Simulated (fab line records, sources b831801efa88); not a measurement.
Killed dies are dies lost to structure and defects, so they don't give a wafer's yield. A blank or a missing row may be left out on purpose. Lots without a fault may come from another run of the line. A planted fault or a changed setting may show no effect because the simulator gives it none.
Which tool did it? | flow sky130 | 12 lots, 36 wafers sampled, at 5 steps of a route of 708

WHAT THE GAUGES READ, wafer by wafer
SKY_METAL3_OVL_MEAS_14.
lot  | measured     | on         | METAL3_OVL (nm)
L075 | day 40 08:11 | overlay-02 | 1 0 5
L077 | day 40 09:27 | overlay-02 | -3 10 1
L079 | day 40 09:08 | overlay-01 | -6 3 -2
L081 | day 40 09:47 | overlay-02 | -1 -2 -2
L083 | day 41 06:02 | overlay-02 | -3 1 -10
L085 | day 42 08:47 | overlay-02 | 8 3 10
L087 | day 42 09:48 | overlay-02 | 1 3 3
L089 | day 43 07:05 | overlay-01 | 6 1 1
L091 | day 43 11:54 | overlay-02 | 10 2 7
L093 | day 44 06:47 | overlay-02 | 6 1 1
L095 | day 44 14:42 | overlay-01 | 1 0 0
L097 | day 44 17:15 | overlay-02 | 3 -7 -2

WHICH TOOL RAN EACH LOT (tool, then ch and the chambers of the sampled wafers, then the start)
lot  | SKY_NWELL_STRIP_14                   | SKY_POLY_CUT_ETCH_11               | SKY_METAL2_SPUTTER_01        | SKY_VIA2_CVD_21
L075 | plasma_asher-03 ch 0,1, day 5 00:37  | rie_diel-03 ch 1,2, day 25 18:53   | pvd_sputter-02, day 35 22:10 | cvd_w-01 ch 0,1, day 38 04:33
L077 | plasma_asher-02 ch 0,1, day 5 09:37  | rie_diel-02 ch 0,1, day 26 02:19   | pvd_sputter-04, day 35 23:01 | cvd_w-01 ch 0,1, day 38 05:50
L079 | plasma_asher-02 ch 0,1, day 5 20:03  | rie_diel-01 ch 1,2, day 26 00:04   | pvd_sputter-02, day 35 22:52 | cvd_w-02 ch 0,1, day 38 05:26
L081 | plasma_asher-01 ch 0,1, day 6 08:18  | rie_diel-03 ch 0,1,2, day 26 14:10 | pvd_sputter-04, day 35 23:19 | cvd_w-02 ch 0,1, day 38 06:00
L083 | plasma_asher-03 ch 1, day 6 19:27    | rie_diel-02 ch 1,3, day 27 09:04   | pvd_sputter-02, day 36 23:18 | cvd_w-01 ch 0, day 39 03:22
L085 | plasma_asher-03 ch 0,1, day 7 08:19  | rie_diel-01 ch 2,3, day 28 16:22   | pvd_sputter-02, day 38 02:21 | cvd_w-02 ch 0,1, day 40 07:19
L087 | plasma_asher-01 ch 0,1, day 7 22:56  | rie_diel-02 ch 0,1, day 29 01:13   | pvd_sputter-02, day 38 03:55 | cvd_w-02 ch 0,1, day 40 08:07
L089 | plasma_asher-01 ch 0,1, day 8 05:48  | rie_diel-03 ch 0,1,3, day 29 16:16 | pvd_sputter-01, day 39 04:19 | cvd_w-02 ch 0,1, day 41 06:42
L091 | plasma_asher-02 ch 0,1, day 8 16:57  | rie_diel-01 ch 0,1,2, day 30 05:18 | pvd_sputter-02, day 39 06:37 | cvd_w-02 ch 0,1, day 41 10:54
L093 | plasma_asher-03 ch 0,1, day 9 03:39  | rie_diel-03 ch 1,3, day 30 10:19   | pvd_sputter-04, day 40 04:34 | cvd_w-02 ch 1, day 42 06:47
L095 | plasma_asher-02 ch 0,1, day 9 16:29  | rie_diel-03 ch 0,1,3, day 31 16:19 | pvd_sputter-04, day 40 13:53 | cvd_w-01 ch 0,1, day 42 15:40
L097 | plasma_asher-01 ch 0,1, day 10 08:16 | rie_diel-03 ch 1,2, day 31 21:46   | pvd_sputter-04, day 40 15:33 | cvd_w-02 ch 0, day 42 17:45
- SKY_NWELL_STRIP_14: strips in O2/N2.
- SKY_POLY_CUT_ETCH_11: etches Si3N4 in CF4/CH2F2/Ar, stops on poly-Si, time 42.5 s, target depth 60 nm.
- SKY_METAL2_SPUTTER_01: material TiN, target thk 20 nm, time 16.7 s.
- SKY_VIA2_CVD_21: deposits W, target thk 420 nm, time 126.4 s.

THE ANSWER, worked out from the rows above alone
Rule: what is usual is taken from the lots themselves. Put in order of their means at a reading, lots are off if they are a third of the lots or fewer, leave a main group of 4 or more, and stand apart from it by a gap of 3 or more times the standard deviation of the main group's means; of several such gaps the widest counts. A main group whose means are all the same, to the digits that the tables above print for the reading, isn't used. A lot without any number at a reading at which 4 lots or more have one is off too. The other lots that the step has rows for count as sound.
No lot is off at any reading shown: from this, nothing can be told.

WHAT THE SIMULATOR HAD PUT IN
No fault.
